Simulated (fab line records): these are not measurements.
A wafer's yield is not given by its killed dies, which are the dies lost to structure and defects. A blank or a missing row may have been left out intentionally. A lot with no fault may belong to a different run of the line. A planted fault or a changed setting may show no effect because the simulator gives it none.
fab line records    flow sky130
record lots=11  wafers=33  last_day=51
route steps=708 shown LI_CONTACT@382 CONTACT@408
lots that met no fault: from a run of the same line without faults
start_h: start of the lot's first displayed wafer, in hours after the record's first day    wait_h: hours from the lot's prior step to this one    " unchanged from the row above    L1.1+2: one row covering several wafers at once    - no value, or no start given    * or withheld: withheld    < > ~ a bound
route shown NAME@n: a module of which the file shows steps, and the number in the route of the first    usual: the fault-free wafers' mean and standard deviation    same: alike in all rows    chamber/n: place in a boat    sites: per-site readings    _std_site: the standard deviation of these    _edge_site: inner sites' mean taken away from outer sites' mean    radius_mm: for every site, how far away it sits from the centre of the wafer    mask NAME#n: copy n    behind: the last tool/chamber to shape the wafer    hold: what put the lot on hold/how long, in hours/how the hold closed    device: whichever transistor did not switch (one of n, p or np)    end of line: at the end of the route, the tests of the same wafers    a step without rows: its recipe alone    killed: at the first sort, the dies lost to defects and structure; wafer yield is something else    map: a wafer's dies, x killed, . not, _ none there
set.NAME: the setting as run; set.NAME@STEP: as run at that earlier step    model.NAME: the simulator's own value behind a step, which no gauge read
a sample of lots followed through the steps of the route, with each step as a table and each wafer as a row
services: when a tool's chamber went out of use (start_h, in hours from the record's first day, below 0 if earlier), for how many hours, and the reason
## steps
# step SKY_LI_CONTACT_SPUTTER_20
# recipe material=TiN  target_thk_nm=20  chamber_pressure_pa=5  power_w=4000  time_s=80
# usual cathode_dc_power_W=4000.0/0.68  throttle_valve_pct=29.7/1.1
lot.wafer  tool            chamber  start_h  wait_h  cathode_dc_power_W  throttle_valve_pct
L474.2     pvd_sputter-01  -        694.88   0.0     4000.1              31.6
L474.4     "               -        "        "       3999.9              29.9
L474.5     "               -        "        "       3999.8              30.8
L475.1     pvd_sputter-01  -        705.45   0.0     4000.5              31.6
L475.3     "               -        "        "       3999.6              30.4
L475.4     "               -        "        "       3999.2              29.6
L477.1     pvd_sputter-03  -        722.72   0.0     4001.3              30.7
L477.2     "               -        "        "       4000.5              29.6
L477.6     "               -        "        "       3999.2              30.8
L480.3     pvd_sputter-02  -        740.49   0.0     4000.4              29.7
L480.5     "               -        "        "       4000.9              29.1
L480.6     "               -        "        "       4000.8              27.8
L482.1     pvd_sputter-01  -        763.22   0.0     3998.9              29.7
L482.2     "               -        "        "       4000.2              29.5
L482.3     "               -        "        "       3999.1              30.5
L484.2     pvd_sputter-02  -        775.19   0.0     4000.7              28.9
L484.3     "               -        "        "       4000.2              30.4
L484.6     "               -        "        "       3998.9              29.0
L491.1     pvd_sputter-02  -        832.55   0.0     3999.3              30.3
L491.2     "               -        "        "       3998.5              29.4
L491.5     "               -        "        "       4000.2              29.7
L492.3     pvd_sputter-02  -        834.61   0.0     3999.9              29.0
L492.4     "               -        "        "       4000.2              27.6
L492.5     "               -        "        "       3999.3              29.0
L495.1     pvd_sputter-02  -        859.91   0.0     3999.5              29.0
L495.4     "               -        "        "       3999.0              29.5
L495.6     "               -        "        "       4000.7              29.5
L496.3     pvd_sputter-01  -        861.45   0.0     3998.9              31.6
L496.5     "               -        "        "       4000.5              29.5
L496.6     "               -        "        "       3999.4              31.7
L497.2     pvd_sputter-02  -        864.61   0.0     3999.6              29.4
L497.3     "               -        "        "       3999.4              30.6
L497.6     "               -        "        "       4000.8              29.1
# step SKY_LI_CONTACT_THK_MEAS_23
# recipe thk_meas_gauge=xrf  reads=W_of_LI_CONTACT_CVD_21
# usual LI_CONTACT_W_THK=415/7.9
lot.wafer  tool           chamber  start_h  wait_h  LI_CONTACT_W_THK[nm]
L474.2     film_metro-03  -        695.20   0.1     405
L474.4     "              -        "        "       410
L474.5     "              -        "        "       411
L475.1     film_metro-03  -        705.76   0.1     412
L475.3     "              -        "        "       401
L475.4     "              -        "        "       409
L477.1     film_metro-01  -        723.02   0.1     408
L477.2     "              -        "        "       419
L477.6     "              -        "        "       423
L480.3     film_metro-03  -        740.81   0.1     402
L480.5     "              -        "        "       411
L480.6     "              -        "        "       405
L482.1     film_metro-01  -        763.52   0.1     412
L482.2     "              -        "        "       428
L482.3     "              -        "        "       411
L484.2     film_metro-03  -        775.50   0.1     415
L484.3     "              -        "        "       415
L484.6     "              -        "        "       410
L491.1     film_metro-04  -        832.86   0.1     418
L491.2     "              -        "        "       429
L491.5     "              -        "        "       422
L492.3     film_metro-03  -        834.93   0.1     414
L492.4     "              -        "        "       403
L492.5     "              -        "        "       407
L495.1     film_metro-01  -        860.21   0.1     409
L495.4     "              -        "        "       424
L495.6     "              -        "        "       412
L496.3     film_metro-04  -        861.78   0.1     427
L496.5     "              -        "        "       419
L496.6     "              -        "        "       426
L497.2     film_metro-01  -        864.92   0.1     409
L497.3     "              -        "        "       421
L497.6     "              -        "        "       420
# step SKY_CONTACT_HDPCVD_02
# recipe material=SiO2  target_thk_nm=565  sigma_open_frac=0.3  time_s=94.2  temp_c=600  sih4_flow_sccm=60  pressure_mtorr=6
# usual run_length_s=122.0/0.43
lot.wafer  tool       chamber  start_h  wait_h  run_length_s
L474.2     hdpcvd-02  1        726.35   0.0     121.6
L474.4     "          1        "        "       121.6
L474.5     "          0        "        "       122.0
L475.1     hdpcvd-01  2        736.01   0.1     121.2
L475.3     "          0        "        "       122.0
L475.4     "          2        "        "       121.1
L477.1     hdpcvd-02  1        753.14   0.1     121.9
L477.2     "          2        "        "       121.9
L477.6     "          1        "        "       121.9
L480.3     hdpcvd-02  2        769.97   0.0     122.0
L480.5     "          2        "        "       122.2
L480.6     "          1        "        "       122.0
L482.1     hdpcvd-01  1        792.30   0.1     121.6
L482.2     "          2        "        "       121.1
L482.3     "          0        "        "       122.5
L484.2     hdpcvd-02  2        804.96   0.0     122.2
L484.3     "          0        "        "       122.2
L484.6     "          0        "        "       122.0
L491.1     hdpcvd-01  1        861.20   0.1     121.4
L491.2     "          0        "        "       122.4
L491.5     "          2        "        "       106.2
L492.3     hdpcvd-02  1        863.22   0.0     121.9
L492.4     "          2        "        "       122.0
L492.5     "          0        "        "       122.4
L495.1     hdpcvd-02  0        888.99   0.1     122.4
L495.4     "          0        "        "       122.2
L495.6     "          1        "        "       122.2
L496.3     hdpcvd-02  0        890.19   0.0     122.3
L496.5     "          2        "        "       121.9
L496.6     "          1        "        "       122.1
L497.2     hdpcvd-02  1        893.18   0.0     122.2
L497.3     "          2        "        "       122.4
L497.6     "          0        "        "       122.6
# step SKY_CONTACT_THK_MEAS_03
# recipe reads=SiO2_of_CONTACT_HDPCVD_02
# usual CONTACT_HDPCVD_THK=566/5
lot.wafer  tool           chamber  start_h  wait_h  CONTACT_HDPCVD_THK[nm]
L474.2     film_metro-03  -        726.46   0.1     562
L474.4     "              -        "        "       569
L474.5     "              -        "        "       567
L475.1     film_metro-02  -        736.08   0.0     574
L475.3     "              -        "        "       572
L475.4     "              -        "        "       575
L477.1     film_metro-02  -        753.21   0.0     573
L477.2     "              -        "        "       575
L477.6     "              -        "        "       574
L480.3     film_metro-02  -        770.06   0.1     564
L480.5     "              -        "        "       567
L480.6     "              -        "        "       568
L482.1     film_metro-02  -        792.37   0.0     572
L482.2     "              -        "        "       571
L482.3     "              -        "        "       568
L484.2     film_metro-04  -        805.04   0.0     555
L484.3     "              -        "        "       564
L484.6     "              -        "        "       560
L491.1     film_metro-04  -        861.27   0.0     565
L491.2     "              -        "        "       570
L491.5     "              -        "        "       478
L492.3     film_metro-03  -        863.31   0.1     566
L492.4     "              -        "        "       562
L492.5     "              -        "        "       563
L495.1     film_metro-04  -        889.06   0.0     560
L495.4     "              -        "        "       564
L495.6     "              -        "        "       560
L496.3     film_metro-04  -        890.27   0.1     561
L496.5     "              -        "        "       566
L496.6     "              -        "        "       566
L497.2     film_metro-04  -        893.26   0.0     565
L497.3     "              -        "        "       571
L497.6     "              -        "        "       565
# step SKY_CONTACT_CMP_04
# recipe material=SiO2  down_force_psi=4  platen_rpm=60  pad_velocity_m_s=0.94248
# usual motor_current_A=12.2/1.8  platen_rpm=60.00/0.037  time_to_endpoint_s=83/3.4
lot.wafer  tool    chamber  start_h  wait_h  motor_current_A  platen_rpm  time_to_endpoint_s
L474.2     cmp-01  2        726.56   0.1     12.7             60.06       84
L474.4     "       3        "        "       13.1             60.00       92
L474.5     "       1        "        "       12.3             60.05       80
L475.3     cmp-02  2        736.14   0.0     11.7             59.98       81
L475.4     "       0        "        "       9.3              60.03       83
L475.1     "       1        "        "       13.2             59.98       83
L477.2     cmp-02  1        753.27   0.0     13.1             60.00       89
L477.1     "       2        "        "       11.9             60.04       86
L477.6     "       1        "        "       13.7             60.02       88
L480.3     cmp-02  3        770.15   0.1     15.0             59.95       79
L480.5     "       2        "        "       12.3             59.99       83
L480.6     "       3        "        "       14.2             59.98       85
L482.1     cmp-02  2        792.43   0.1     11.2             59.94       83
L482.3     "       0        "        "       9.0              59.96       81
L482.2     "       1        "        "       12.8             60.04       88
L484.3     cmp-02  0        805.09   0.0     9.2              60.07       80
L484.2     "       2        "        "       12.1             59.97       79
L484.6     "       0        "        "       9.0              60.09       81
L491.1     cmp-01  3        861.33   0.1     12.2             59.97       85
L491.2     "       1        "        "       12.0             60.08       83
L491.5     "       3        "        "       12.6             60.00       55
L492.4     cmp-02  2        863.35   0.0     12.2             59.92       82
L492.3     "       0        "        "       8.9              60.04       84
L492.5     "       2        "        "       12.3             59.90       82
L495.1     cmp-02  2        889.22   0.1     11.8             60.02       82
L495.4     "       3        "        "       14.6             60.01       79
L495.6     "       0        "        "       9.4              59.95       79
L496.3     cmp-02  1        890.41   0.1     12.6             60.03       84
L496.5     "       3        "        "       13.9             60.03       84
L496.6     "       0        "        "       8.7              60.01       84
L497.2     cmp-02  2        893.31   0.0     11.2             59.98       81
L497.3     "       0        "        "       9.2              59.97       87
L497.6     "       3        "        "       14.8             59.96       82
# step SKY_CONTACT_ETCH_18
# recipe target=Si3N4  chemistry=CHF3/O2  stop_on=TiN  source_w=600  bias_w=200  pressure_mtorr=40  chf3_flow_sccm=50  O2_flow_sccm=5  time_s=39  target_depth_a=750
# usual bias_w=200.0/0.57  drypump_motor_current_A=5.6/0.49  oes_product_au=0.854/0.007  throttle_valve_pct=8.794/0.0099
lot.wafer  tool         chamber  start_h  wait_h  bias_w  drypump_motor_current_A  oes_product_au  rf_hours_counter_h  throttle_valve_pct
L474.2     rie_diel-02  1        -        -       200.7   5.3                      0.850           13                  8.814
L474.4     "            1        "        "       199.8   5.3                      0.856           -                   8.803
L474.5     "            2        "        "       199.5   5.7                      0.852           -                   8.813
L475.1     rie_diel-01  3        -        -       199.8   5.3                      0.855           12                  8.784
L475.3     "            1        "        "       200.3   6.6                      0.858           5                   8.786
L475.4     "            2        "        "       199.9   4.8                      0.857           1                   8.781
L477.1     rie_diel-02  0        -        -       200.0   5.6                      0.857           17                  8.793
L477.2     "            2        "        "       200.4   5.7                      0.852           6                   8.789
L477.6     "            2        "        "       200.4   5.7                      0.858           -                   8.807
L480.3     rie_diel-01  0        -        -       201.6   5.9                      0.854           10                  8.787
L480.5     "            3        "        "       198.8   5.2                      0.857           -                   8.800
L480.6     "            0        "        "       200.8   5.9                      0.856           -                   8.802
L482.1     rie_diel-04  3        -        -       200.2   6.3                      0.854           6                   8.802
L482.2     "            1        "        "       200.8   5.9                      0.856           20                  8.791
L482.3     "            0        "        "       200.1   6.2                      0.862           12                  8.790
L484.2     rie_diel-01  2        -        -       199.8   4.8                      0.857           3                   8.797
L484.3     "            0        "        "       199.3   5.9                      0.864           12                  8.783
L484.6     "            2        "        "       199.4   4.8                      0.863           -                   8.806
L491.1     rie_diel-01  0        -        -       200.0   5.9                      0.851           13                  8.809
L491.2     "            2        "        "       200.0   4.8                      0.853           5                   8.786
L491.5     "            2        "        "       200.6   4.8                      0.867           -                   8.802
L492.3     rie_diel-04  2        -        -       200.9   4.9                      0.857           20                  8.803
L492.4     "            0        "        "       199.9   6.2                      0.849           14                  8.802
L492.5     "            2        "        "       200.1   4.9                      0.876           -                   8.803
L495.1     rie_diel-02  1        -        -       199.6   5.2                      0.848           17                  8.803
L495.4     "            3        "        "       200.5   5.9                      0.855           5                   8.790
L495.6     "            1        "        "       199.9   5.3                      0.866           -                   8.811
L496.3     rie_diel-04  1        -        -       200.4   5.9                      0.860           23                  8.809
L496.5     "            2        "        "       200.3   4.9                      0.864           -                   8.777
L496.6     "            1        "        "       200.2   5.9                      0.855           -                   8.775
L497.2     rie_diel-04  3        -        -       199.6   6.3                      0.840           10                  8.791
L497.3     "            2        "        "       200.3   4.9                      0.846           21                  8.792
L497.6     "            3        "        "       199.0   6.2                      0.857           -                   8.768
## services
tool            chamber  start_h  hours  kind
hdpcvd-02       -        694.81   3.1    repair
rie_diel-01     1        702.64   8.5    repair
cmp-02          -        703.17   0.4    repair
cmp-02          -        703.61   11.7   pm
pvd_sputter-01  -        711.38   1.9    repair
rie_diel-01     2        718.60   6.1    repair
hdpcvd-02       2        724.81   13.0   repair
rie_diel-04     -        729.87   1.0    repair
cmp-02          -        744.00   4.0    pm
rie_diel-04     1        747.27   4.4    repair
rie_diel-04     -        755.35   0.8    repair
cmp-02          -        760.24   1.0    repair
rie_diel-04     1        782.89   6.9    repair
rie_diel-04     -        789.58   4.3    pm
cmp-02          -        808.24   0.7    repair
rie_diel-04     0        827.98   3.8    repair
pvd_sputter-01  -        865.90   2.4    repair
pvd_sputter-01  -        876.03   14.1   repair
hdpcvd-02       -        877.68   6.0    pm
rie_diel-04     1        878.55   3.7    repair
rie_diel-04     1        883.18   5.4    repair
pvd_sputter-01  -        883.19   3.2    repair
rie_diel-01     1        885.17   14.6   repair
rie_diel-01     3        887.79   10.2   repair
## key
first_sign step=SKY_CONTACT_HDPCVD_02  reading=run_length_s  direction=down  sigmas=37  usual=*  struck=*
effect step=SKY_CONTACT_THK_MEAS_03  reading=CONTACT_HDPCVD_THK  direction=down  sigmas=17  usual=566  struck=478
effect step=SKY_CONTACT_CMP_04  reading=time_to_endpoint_s  direction=down  sigmas=8.2  usual=*  struck=*
met_at SKY_CONTACT_HDPCVD_02
struck_lots L491
struck_wafers L491.5
tester_left_out L491
not_acting_at SKY_LI_CONTACT_SPUTTER_20,SKY_LI_CONTACT_THK_MEAS_23,SKY_CONTACT_ETCH_18
onset_between 792.30 861.20
fault kind=process_parameter_drift  tool=hdpcvd-01  chamber=2  onset_h=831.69  steps=SKY_CONTACT_HDPCVD_02  channel=time_s  offset=*  shape=step  end_h=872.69  acts_in=*  stated=*
# tester_left_out: of these lots the tester's yield and bins aren't shown, on N5 and GAA mostly nor the transistor test; their killed dies are dies lost to structure and defects alone, not to doping, threshold or leakage, so they don't give the yield
